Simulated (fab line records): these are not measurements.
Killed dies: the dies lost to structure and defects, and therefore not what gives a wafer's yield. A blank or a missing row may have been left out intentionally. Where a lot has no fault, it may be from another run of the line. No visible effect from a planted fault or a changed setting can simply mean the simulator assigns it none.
What tool caused it? | flow sky130 | at 1 step of a route of 708, 12 lots with 36 wafers sampled

== WHAT THE GAUGES SHOWED, per wafer ==
SKY_VT_ADJUST_HVTR_OVL_MEAS_08.
lot  | measured     | on         | VT_ADJUST_HVTR_OVL (nm)
L075 | day 9 23:27  | overlay-02 | 0.8 1.8 2.3
L077 | day 10 09:50 | overlay-02 | 3.4 5.2 2.6
L079 | day 11 02:58 | overlay-01 | 2.1 3.7 2.7
L081 | day 11 16:55 | overlay-01 | -1.0 -2.1 0.4
L083 | day 12 05:59 | overlay-02 | 1.5 2.8 1.7
L085 | day 12 20:49 | overlay-02 | 2.2 0.2 2.2
L087 | day 13 16:04 | overlay-02 | 2.3 1.1 1.3
L089 | day 14 04:52 | overlay-01 | 0.9 1.1 1.4
L091 | day 14 19:16 | overlay-02 | -1.0 0.5 -0.2
L093 | day 15 05:43 | overlay-01 | 2.0 1.6 1.7
L095 | day 15 22:59 | overlay-01 | 2.0 0.4 0.0
L097 | day 16 23:19 | overlay-02 | 0.0 0.9 -0.2

== EACH LOT AND THE TOOL THAT RAN IT (in order: tool; ch and the chambers of the sampled wafers; start) ==
The record shows no process step preceding these readings.

== THE ANSWER, worked out from the rows above alone ==
Rule: usual is defined by the lots themselves. Put in order of their means at a reading, lots are off if they are a third of the lots or fewer, leave a main group of 4 or more, and stand apart from it by a gap of 3 or more times the standard deviation of the main group's means; of several such gaps the widest counts. Not used: any main group whose means are identical at the precision the tables above print for the reading. Also off: a lot with no number at a reading for which 4 or more lots have one. All remaining lots with rows at the step are treated as sound.
Nothing can be told from this: no lot is off at any reading shown.

== WHAT HAD BEEN PUT IN BY THE SIMULATOR ==
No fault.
